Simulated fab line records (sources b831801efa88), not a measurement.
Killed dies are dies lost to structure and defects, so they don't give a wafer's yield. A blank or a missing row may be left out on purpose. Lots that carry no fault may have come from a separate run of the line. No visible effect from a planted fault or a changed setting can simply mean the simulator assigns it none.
Chamber matching | flow sfq line | rie diel-03 running SFQ_TRILAYER_I4_VIA_ETCH_VIA_ETCH_106: 4 sister chambers
The step etches SiO2 in CHF3, stops on Nb, target depth 260 nm. 4 wafers are shown with their chamber, then 7 later ones without.

== EACH WAFER AND ITS CHAMBER ==
wafer  | chamber | drypump motor current A (A)
L967.4 | 3       | 5.1
L971.1 | 0       | 5.9
L971.2 | 1       | 4.8
L971.3 | 2       | 6.1

== WAFERS WHOSE CHAMBER IS MISSING ==
wafer  | drypump motor current A (A)
L973.2 | 5.8
L973.3 | 5.1
L973.4 | 6.1
L974.2 | 5.8
L974.3 | 6.1
L974.4 | 6.1
L978.6 | 5.1

== WHICH CHAMBER EACH WENT THROUGH ==
wafer  | from the rows above | in truth
L973.2 | 0                   | 0
L973.3 | 3                   | 3
L973.4 | 2                   | 2
L974.2 | 0                   | 0
L974.3 | 2                   | 2
L974.4 | 2                   | 2
L978.6 | 3                   | 3
Correctly placed: 7 of 7. Can't be placed from these rows: 0. 0 placed wrongly.
How it was worked out, from the rows above alone: a wafer's distance from a chamber is the root of the sum, over the readings, of the square of ((its reading less the chamber's mean) divided by the reading's scatter). If the next closest chamber is less than 2 further off than the closest, the wafer can't be placed; otherwise it belongs to the closest. Each chamber's mean is taken over the wafers shown for it. The scatter: with one shown wafer a chamber, the root of the mean of the squares of how far each hidden wafer lies from its nearest shown one.
